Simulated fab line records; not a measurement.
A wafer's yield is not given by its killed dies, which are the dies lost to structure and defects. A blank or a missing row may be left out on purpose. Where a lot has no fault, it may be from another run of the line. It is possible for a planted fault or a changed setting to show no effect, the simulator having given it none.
fab line records	flow sfq-line
[record] lots = 5	wafers = 15	last-day = 91
route steps=325 shown I2@107 M3@118 I3@133 M4@148 M8@325
lots with no fault: from the same line, run without faults
start-h: the number of hours between the record's first day and the start of the first shown wafer of the lot	wait-h: how many hours have passed since the lot's step before this one	" same as the row above	L1.1+2: a single row standing in for several wafers	- either no value or no given start	* or withheld: withheld	< > ~ a bound
route shown NAME@n: names a module that has steps shown in the file, with the first one's number in the route	usual: average and standard deviation across the fault-free wafers	same: alike in all rows	chamber/n: place in a boat	sites: the reading at each site	_std_site: the values' standard deviation	_edge_site: mean of outer sites minus mean of inner sites	radius-mm: how far each site lies from the wafer's centre	mask NAME#n: copy n	behind: the most recent tool/chamber to have shaped the wafer	hold: why the lot went on hold/how many hours it stayed there/how the hold came to an end	device: whichever transistor did not switch (one of n, p or np)	end of line: the route-end tests of the same wafers	step lacking rows: just its recipe	killed: the dies lost at the first sort to structure and to defects; this is not the yield of the wafer	map: a wafer's dies, x killed, . not, _ none there
set.NAME: the run value of the setting; set.NAME@STEP: its run value at that earlier step	model.NAME: the simulator's own value behind a step, which no gauge read
lots at selected steps of the route; one table per step, one row per wafer
services: a tool's chamber out of use, with start hour (start-h, from the record's first day; less than 0 if before it), hours out, and reason
[[steps]]
[step SFQ_TRILAYER_I2_VIA_LITHO_COAT_072]
[recipe] resist = BARC	spin-rpm = 3000	resist-thk-nm = 62
[step SFQ_TRILAYER_I2_VIA_LITHO_COAT_067]
[recipe] resist = KrF	spin-rpm = 3000	resist-thk-nm = 650
[step SFQ_TRILAYER_I2_VIA_LITHO_SOFTBAKE_071]
[recipe] temp-c = withheld	time-s = withheld	resist = KrF
[step SFQ_TRILAYER_I2_VIA_LITHO_EXPOSE_068]
[recipe] mask-id = I2	na = 0.6	source-shape = conventional	sigma-outer = 0.65	target-cd-nm = 500	dose-mj = 21.3
[step SFQ_TRILAYER_I2_VIA_LITHO_PEB_070]
[recipe] peb-temp-c = 115	peb-time-s = 60	resist = KrF
[step SFQ_TRILAYER_I2_VIA_LITHO_DEVELOP_069]
[recipe] time-s = 60	resist = KrF
[step SFQ_I2_OVL_MEAS_918]
[usual] I2_OVL = -2/6.3
lot.wafer	tool	chamber	start-h	wait-h	I2_OVL[nm]
L167.1	overlay-02	-	910.60	0.1	-6
L167.3	"	-	"	"	1
L167.6	"	-	"	"	-2
L173.2	overlay-01	-	991.57	0.1	9
L173.3	"	-	"	"	-4
L173.5	"	-	"	"	3
L175.1	overlay-02	-	1002.36	0.1	1
L175.4	"	-	"	"	-2
L175.6	"	-	"	"	1
L178.1	overlay-02	-	1011.96	0.1	-2
L178.5	"	-	"	"	-9
L178.6	"	-	"	"	-18
L184.2	overlay-01	-	1068.62	0.1	-5
L184.3	"	-	"	"	-3
L184.4	"	-	"	"	-6
[step SFQ_TRILAYER_I2_VIA_BARC_OPEN_VIA_ETCH_096]
[recipe] mask-material = PR	chemistry = O2	target-depth-nm = 125	target = BARC	source-w = 500	bias-w = 80	pressure-mtorr = 31.47	time-s = 41.7
[step SFQ_TRILAYER_I2_VIA_ETCH_VIA_ETCH_070]
[recipe] target = SiO2	stop-on = Nb	mask-material = PR	taper-deg = 20	chemistry = CHF3	target-depth-nm = 260	source-w = 500	bias-w = 80	pressure-mtorr = 30	time-s = withheld
[usual] drypump-motor-current-A = 5.9/0.39	oes-product-au = 0.853/0.0053
lot.wafer	tool	chamber	start-h	wait-h	drypump-motor-current-A	oes-product-au
L167.1	rie-diel-04	1	910.67	0.0	6.1	0.853
L167.3	"	3	"	"	5.3	0.847
L167.6	"	1	"	"	6.0	0.844
L173.2	rie-diel-01	1	991.64	0.0	6.1	0.844
L173.3	"	2	"	"	5.9	0.847
L173.5	"	3	"	"	6.1	0.860
L175.1	rie-diel-01	3	1002.44	0.0	6.1	0.859
L175.4	"	1	"	"	6.1	0.853
L175.6	"	1	"	"	6.1	0.853
L178.1	rie-diel-04	3	1012.04	0.0	5.4	0.852
L178.5	"	3	"	"	5.3	0.851
L178.6	"	0	"	"	6.0	0.845
L184.2	rie-diel-04	0	1068.69	0.0	6.0	0.850
L184.3	"	3	"	"	5.3	0.857
L184.4	"	2	"	"	6.0	0.846
[step SFQ_TRILAYER_I2_VIA_STRIP_STRIP_071]
[recipe] gas = O2	power-w = 200	platen-temp-c = 40	overash-fraction = 0.65	chemistry = O2	pressure-mtorr = 50
[usual] drypump-motor-current-A = 5.6/0.55	oes-product-au = 0.995/0.008
[same] overash-fraction = 0.65
lot.wafer	tool	chamber	start-h	wait-h	drypump-motor-current-A	oes-product-au	rf-hours-counter-h
L167.1	rie-metal-01	0	910.79	-	6.0	0.997	117
L167.3	"	0	"	"	6.0	0.992	-
L167.6	"	0	"	"	6.0	0.992	-
L173.2	rie-metal-03	1	991.75	-	6.2	0.999	13
L173.3	"	1	"	"	6.2	1.009	-
L173.5	"	0	"	"	5.0	0.986	-
L175.1	rie-metal-01	0	1002.55	-	6.0	0.999	133
L175.4	"	0	"	"	6.0	0.992	-
L175.6	"	0	"	"	6.0	0.996	-
L178.1	rie-metal-02	1	1012.15	-	4.9	0.991	44
L178.5	"	0	"	"	5.7	0.983	-
L178.6	"	1	"	"	4.8	0.990	-
L184.2	rie-metal-01	1	1068.80	-	5.8	0.987	100
L184.3	"	1	"	"	5.8	0.989	-
L184.4	"	0	"	"	6.1	1.003	-
[step SFQ_TRILAYER_I2_VIA_STRIP_SOLV_CLEAN_072]
[recipe] chemistry = NMP	temp-c = 70	time-s = 600
[step SFQ_TRILAYER_M3_DEP_PRE_CLEAN_074]
[recipe] gas = Ar	time-s = 22.5	bias-v = 250
[step SFQ_TRILAYER_M3_DEP_SPUTTER_073]
[recipe] material = Nb	base-pressure-pa = 1.33e-06	chamber-pressure-pa = 0.1278	substrate-temp-c = 20	resputter-cathode-voltage-v = 400	target-thk-nm = 200	power-w = 2000	time-s = 133.3
[usual] throttle-valve-pct = 30.1/1.1
lot.wafer	tool	chamber	start-h	wait-h	throttle-valve-pct	model.Nb_of_TRILAYER_M3_DEP_SPUTTER_073.thk-nm
L167.1	pvd-sputter-04	-	911.61	0.0	30.2	205.3
L167.3	"	-	"	"	30.0	202.2
L167.6	"	-	"	"	31.6	204.3
L173.2	pvd-sputter-03	-	992.55	0.0	28.5	280.9
L173.3	"	-	"	"	28.1	196.9
L173.5	"	-	"	"	28.3	197.9
L175.1	pvd-sputter-05	-	1003.35	0.0	32.0	202.2
L175.4	"	-	"	"	30.2	198.4
L175.6	"	-	"	"	29.2	199.7
L178.1	pvd-sputter-04	-	1012.95	0.0	29.5	200
L178.5	"	-	"	"	30.7	200.8
L178.6	"	-	"	"	30.1	199.8
L184.2	pvd-sputter-03	-	1069.60	0.0	28.2	199.1
L184.3	"	-	"	"	30.9	197.8
L184.4	"	-	"	"	29.8	198.3
[step SFQ_M3_RS_MEAS_919]
[recipe] thk-meas-gauge = four-point-probe	reads = Nb_of_TRILAYER_M3_DEP_SPUTTER_073
[usual] M3_NB_RS = 0.887/0.011
lot.wafer	tool	chamber	start-h	wait-h	M3_NB_RS[ohm/sq]
L167.1	film-metro-02	-	911.70	0.0	0.866
L167.3	"	-	"	"	0.879
L167.6	"	-	"	"	0.871
L173.2	film-metro-01	-	992.66	0.1	0.631
L173.3	"	-	"	"	0.904
L173.5	"	-	"	"	0.899
L175.1	film-metro-01	-	1003.44	0.0	0.878
L175.4	"	-	"	"	0.897
L175.6	"	-	"	"	0.891
L178.1	film-metro-01	-	1013.04	0.0	0.889
L178.5	"	-	"	"	0.887
L178.6	"	-	"	"	0.890
L184.2	film-metro-01	-	1069.71	0.1	0.893
L184.3	"	-	"	"	0.898
L184.4	"	-	"	"	0.897
[step SFQ_TRILAYER_M3_LITHO_COAT_080]
[recipe] resist = BARC	spin-rpm = 3000	resist-thk-nm = 62
[step SFQ_TRILAYER_M3_LITHO_COAT_075]
[recipe] resist = KrF	spin-rpm = 3000	resist-thk-nm = 600
[step SFQ_TRILAYER_M3_LITHO_SOFTBAKE_079]
[recipe] temp-c = withheld	time-s = withheld	resist = KrF
[step SFQ_TRILAYER_M3_LITHO_EXPOSE_076]
[recipe] mask-id = M3	na = 0.6	source-shape = conventional	sigma-outer = 0.65	target-cd-nm = 500	dose-mj = 14.4
[step SFQ_TRILAYER_M3_LITHO_PEB_078]
[recipe] peb-temp-c = 115	peb-time-s = 60	resist = KrF
[step SFQ_TRILAYER_M3_LITHO_DEVELOP_077]
[recipe] time-s = 60	resist = KrF
[step SFQ_M3_OVL_MEAS_921]
[usual] M3_OVL = 1/4.8
lot.wafer	tool	chamber	start-h	wait-h	M3_OVL[nm]
L167.1	overlay-02	-	914.13	0.1	0
L167.3	"	-	"	"	0
L167.6	"	-	"	"	-3
L173.2	overlay-02	-	995.08	0.1	5
L173.3	"	-	"	"	4
L173.5	"	-	"	"	2
L175.1	overlay-02	-	1005.87	0.1	-3
L175.4	"	-	"	"	2
L175.6	"	-	"	"	-4
L178.1	overlay-01	-	1015.47	0.1	7
L178.5	"	-	"	"	9
L178.6	"	-	"	"	3
L184.2	overlay-01	-	1072.13	0.1	-2
L184.3	"	-	"	"	0
L184.4	"	-	"	"	3
[step SFQ_TRILAYER_M3_BARC_OPEN_METAL_ETCH_100]
[recipe] mask-material = PR	chemistry = O2	target-depth-nm = 125	target = BARC	icp-w = 600	bias-w = 80	pressure-mtorr = 10	time-s = 41.7
[usual] drypump-motor-current-A = 5.3/0.46	oes-product-au = 0.684/0.0042
lot.wafer	tool	chamber	start-h	wait-h	drypump-motor-current-A	oes-product-au	rf-hours-counter-h
L167.1	rie-metal-04	0	914.16	0.0	5.4	0.690	89
L167.3	"	0	"	"	5.4	0.686	-
L167.6	"	0	"	"	5.4	0.694	-
L173.2	rie-metal-04	0	995.11	0.0	5.4	0.681	105
L173.3	"	1	"	"	5.0	0.690	-
L173.5	"	0	"	"	5.4	0.683	-
L175.1	rie-metal-04	0	1005.91	0.0	5.4	0.683	106
L175.4	"	0	"	"	5.4	0.694	-
L175.6	"	1	"	"	4.9	0.679	-
L178.1	rie-metal-03	1	1015.51	0.0	6.2	0.684	15
L178.5	"	0	"	"	5.0	0.689	-
L178.6	"	1	"	"	6.2	0.689	-
L184.2	rie-metal-03	1	1072.16	0.0	6.3	0.682	21
L184.3	"	1	"	"	6.3	0.686	-
L184.4	"	0	"	"	5.0	0.686	-
[step SFQ_TRILAYER_M3_ETCH_METAL_ETCH_078]
[recipe] target = Nb	stop-on = SiO2	mask-material = PR	chemistry = Cl2/Ar	target-depth-nm = 240	icp-w = 600	bias-w = 80	pressure-mtorr = 10	time-s = 120
[usual] drypump-motor-current-A = 5.4/0.47	oes-product-au = 0.895/0.008
lot.wafer	tool	chamber	start-h	wait-h	drypump-motor-current-A	oes-product-au	rf-hours-counter-h
L167.1	rie-metal-04	0	914.28	0.1	5.4	0.908	89
L167.3	"	0	"	"	5.4	0.898	-
L167.6	"	0	"	"	5.4	0.904	-
L173.2	rie-metal-04	0	995.17	0.0	5.4	0.998	105
L173.3	"	1	"	"	4.9	0.874	-
L173.5	"	0	"	"	5.4	0.891	-
L175.1	rie-metal-04	0	1005.97	0.0	5.4	0.904	106
L175.4	"	0	"	"	5.4	0.889	-
L175.6	"	1	"	"	4.9	0.895	-
L178.1	rie-metal-03	1	1015.57	0.0	6.2	0.906	15
L178.5	"	0	"	"	5.0	0.895	-
L178.6	"	1	"	"	6.3	0.887	-
L184.2	rie-metal-03	1	1072.22	0.0	6.2	0.894	21
L184.3	"	1	"	"	6.2	0.890	-
L184.4	"	0	"	"	4.9	0.883	-
[step SFQ_TRILAYER_M3_STRIP_STRIP_079]
[recipe] gas = O2	power-w = 200	platen-temp-c = 40	overash-fraction = 0.65	chemistry = O2	pressure-mtorr = 50
[usual] drypump-motor-current-A = 5.4/0.46	oes-product-au = 0.995/0.0091
[same] overash-fraction = 0.65
lot.wafer	tool	chamber	start-h	wait-h	drypump-motor-current-A	oes-product-au	rf-hours-counter-h
L167.1	rie-metal-04	0	914.53	0.2	5.4	1.010	89
L167.3	"	0	"	"	5.4	0.999	-
L167.6	"	0	"	"	5.4	1.004	-
L173.2	rie-metal-04	0	995.29	0.1	5.4	1.001	105
L173.3	"	1	"	"	4.9	1.001	-
L173.5	"	0	"	"	5.4	1.004	-
L175.1	rie-metal-04	0	1006.09	0.1	5.4	1.005	106
L175.4	"	0	"	"	5.4	1.015	-
L175.6	"	1	"	"	4.9	0.990	-
L178.1	rie-metal-03	1	1015.69	0.1	6.2	1.001	16
L178.5	"	0	"	"	5.0	0.989	-
L178.6	"	1	"	"	6.2	0.993	-
L184.2	rie-metal-03	1	1072.34	0.1	6.2	1.003	21
L184.3	"	1	"	"	6.2	0.995	-
L184.4	"	0	"	"	4.9	0.984	-
[step SFQ_TRILAYER_M3_STRIP_SOLV_CLEAN_080]
[recipe] chemistry = NMP	temp-c = 70	time-s = 600
[step SFQ_TRILAYER_I3_DEP_PECVD_081]
[recipe] material = SiO2	temp-c = 150	time-s = 108.9	pressure-torr = 2.4	rf-w = 183.3	precursor = SiH4/N2O	target-thk-nm = 500
[step SFQ_TRILAYER_I3_CMP_CMP_082]
[recipe] material = SiO2	down-force-psi = 3	platen-rpm = 60	pad-velocity-m-s = 0.94248
[step SFQ_I3_BOW_MEAS_922]
[recipe] mode = bow
[usual] I3_BOW = 2/9.7
lot.wafer	tool	chamber	start-h	wait-h	I3_BOW[um]
L167.1	film-metro-04	-	934.09	2.5	-2
L167.3	"	-	"	"	11
L167.6	"	-	"	"	7
L173.2	film-metro-03	-	999.18	1.0	21
L173.3	"	-	"	"	17
L173.5	"	-	"	"	14
L175.1	film-metro-01	-	1009.99	2.0	-3
L175.4	"	-	"	"	11
L175.6	"	-	"	"	1
L178.1	film-metro-01	-	1019.63	1.0	3
L178.5	"	-	"	"	-19
L178.6	"	-	"	"	-11
L184.2	film-metro-01	-	1076.22	1.0	1
L184.3	"	-	"	"	-15
L184.4	"	-	"	"	-1
[step SFQ_TRILAYER_I3_METRO_MEASURE_083]
[step SFQ_TRILAYER_I3_VIA_LITHO_COAT_090]
[recipe] resist = BARC	spin-rpm = 3000	resist-thk-nm = 62
[step SFQ_TRILAYER_I3_VIA_LITHO_COAT_085]
[recipe] resist = KrF	spin-rpm = 3000	resist-thk-nm = 650
[step SFQ_TRILAYER_I3_VIA_LITHO_SOFTBAKE_089]
[recipe] temp-c = withheld	time-s = withheld	resist = KrF
[step SFQ_TRILAYER_I3_VIA_LITHO_EXPOSE_086]
[recipe] mask-id = I3	na = 0.6	source-shape = conventional	sigma-outer = 0.65	target-cd-nm = 500	dose-mj = 21.3
[step SFQ_TRILAYER_I3_VIA_LITHO_PEB_088]
[recipe] peb-temp-c = 115	peb-time-s = 60	resist = KrF
[step SFQ_TRILAYER_I3_VIA_LITHO_DEVELOP_087]
[recipe] time-s = 60	resist = KrF
[step SFQ_I3_OVL_MEAS_923]
[usual] I3_OVL = 1/3.6
lot.wafer	tool	chamber	start-h	wait-h	I3_OVL[nm]
L167.1	overlay-02	-	1060.21	0.1	-6
L167.3	"	-	"	"	-4
L167.6	"	-	"	"	2
L173.2	overlay-02	-	1143.01	0.1	2
L173.3	"	-	"	"	2
L173.5	"	-	"	"	-3
L175.1	overlay-01	-	1149.00	0.1	0
L175.4	"	-	"	"	1
L175.6	"	-	"	"	2
L178.1	overlay-02	-	1163.32	0.1	2
L178.5	"	-	"	"	4
L178.6	"	-	"	"	7
L184.2	overlay-02	-	1221.78	0.1	6
L184.3	"	-	"	"	8
L184.4	"	-	"	"	6
[step SFQ_TRILAYER_I3_VIA_BARC_OPEN_VIA_ETCH_121]
[recipe] mask-material = PR	chemistry = O2	target-depth-nm = 125	target = BARC	source-w = 500	bias-w = 80	pressure-mtorr = 30	time-s = 41.7
[step SFQ_TRILAYER_I3_VIA_ETCH_VIA_ETCH_088]
[recipe] target = SiO2	stop-on = Nb	mask-material = PR	taper-deg = 20	chemistry = CHF3	target-depth-nm = 260	source-w = 500	bias-w = 80	pressure-mtorr = 30	time-s = withheld
[usual] drypump-motor-current-A = 5.9/0.42	oes-product-au = 0.854/0.0052
lot.wafer	tool	chamber	start-h	wait-h	drypump-motor-current-A	oes-product-au
L167.1	rie-diel-04	1	1060.29	0.0	6.0	0.851
L167.3	"	0	"	"	6.0	0.855
L167.6	"	1	"	"	5.9	0.849
L173.2	rie-diel-02	2	1143.08	0.0	6.5	0.867
L173.3	"	3	"	"	6.0	0.851
L173.5	"	1	"	"	5.7	0.854
L175.1	rie-diel-03	1	1149.08	0.0	6.0	0.850
L175.4	"	3	"	"	5.7	0.850
L175.6	"	0	"	"	6.5	0.859
L178.1	rie-diel-03	1	1163.40	0.0	6.0	0.853
L178.5	"	3	"	"	5.8	0.859
L178.6	"	2	"	"	5.4	0.854
L184.2	rie-diel-02	0	1221.85	0.0	5.1	0.852
L184.3	"	1	"	"	5.7	0.860
L184.4	"	2	"	"	6.5	0.850
[step SFQ_TRILAYER_I3_VIA_STRIP_STRIP_089]
[recipe] gas = O2	power-w = 200	platen-temp-c = 40	overash-fraction = 0.65	chemistry = O2	pressure-mtorr = 50
[step SFQ_TRILAYER_I3_VIA_STRIP_SOLV_CLEAN_090]
[recipe] chemistry = NMP	temp-c = 70	time-s = 600
[step SFQ_TRILAYER_M4_DEP_PRE_CLEAN_092]
[recipe] gas = Ar	time-s = 22.5	bias-v = 250
[step SFQ_M8_BOW_MEAS_951]
[recipe] mode = bow
[usual] M8_BOW = 8/12
lot.wafer	tool	chamber	start-h	wait-h	M8_BOW[um]	model.etest.m3.comb-log10-ohm	model.etest.m3.ohm-sq
L167.1	film-metro-02	-	1940.18	0.0	11	12	0.8667
L167.3	"	-	"	"	26	12	0.8798
L167.6	"	-	"	"	20	12	0.8709
L173.2	film-metro-02	-	2012.85	0.0	34	0	0.6335
L173.3	"	-	"	"	32	12	0.9036
L173.5	"	-	"	"	27	12	0.899
L175.1	film-metro-04	-	2080.15	0.0	4	12	0.88
L175.4	"	-	"	"	20	12	0.8969
L175.6	"	-	"	"	10	12	0.8911
L178.1	film-metro-04	-	2169.32	0.0	6	12	0.8899
L178.5	"	-	"	"	-16	12	0.8862
L178.6	"	-	"	"	-8	12	0.8906
L184.2	film-metro-02	-	2191.07	0.0	7	12	0.8937
L184.3	"	-	"	"	-9	12	0.8994
L184.4	"	-	"	"	4	12	0.8973
[[services]]
tool	chamber	start-h	hours	kind
rie-metal-03	-	888.97	1.4	pm
rie-diel-03	2	899.22	9.4	repair
rie-diel-04	1	899.34	6.5	repair
pvd-sputter-03	-	909.78	1.9	repair
rie-metal-04	1	924.16	25.1	repair
rie-diel-01	0	925.64	11.1	repair
rie-diel-04	0	935.80	5.2	repair
rie-metal-03	1	948.62	3.9	repair
rie-metal-01	-	960.15	1.4	repair
rie-diel-04	0	967.74	4.8	repair
rie-diel-03	3	979.21	3.6	repair
rie-metal-01	-	980.87	1.1	repair
rie-diel-03	3	983.06	5.0	repair
rie-diel-02	3	991.28	4.3	repair
rie-diel-03	-	995.54	0.1	repair
rie-diel-01	2	1012.18	4.2	repair
rie-metal-03	-	1017.68	2.8	pm
rie-metal-04	-	1065.59	0.6	repair
rie-diel-04	0	1105.42	16.4	repair
rie-metal-04	0	1145.30	4.5	repair
rie-metal-01	1	1168.74	9.6	repair
rie-diel-04	-	1194.60	4.3	pm
rie-diel-04	0	1218.36	7.2	repair
rie-metal-03	1	1221.61	14.0	repair
[[key]]
[first-sign] step = SFQ_M3_RS_MEAS_919	reading = M3_NB_RS	direction = down	sigmas = 24	usual = 0.887	struck = 0.631
[effect] step = SFQ_TRILAYER_M3_ETCH_METAL_ETCH_078	reading = oes-product-au	direction = up	sigmas = 13	usual = 0.895	struck = 0.998
[model-effect] step = SFQ_TRILAYER_M3_DEP_SPUTTER_073	value = Nb_of_TRILAYER_M3_DEP_SPUTTER_073.thk-nm	without = 195.8	struck = 280.9
[model-effect] step = SFQ_M8_BOW_MEAS_951	value = etest.m3.comb-log10-ohm	without = 12	struck = 0
met-at SFQ_TRILAYER_M3_DEP_SPUTTER_073
struck-wafers L173.2
[fault] kind = process-parameter-drift	tool = pvd-sputter-03	chamber = -	onset-h = 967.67	steps = SFQ_TRILAYER_M3_DEP_SPUTTER_073	channel = target-thk-nm	offset = 84.975	shape = step	end-h = 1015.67	acts-in = these-recipes-only	stated = 200	scope = struck-wafers-only
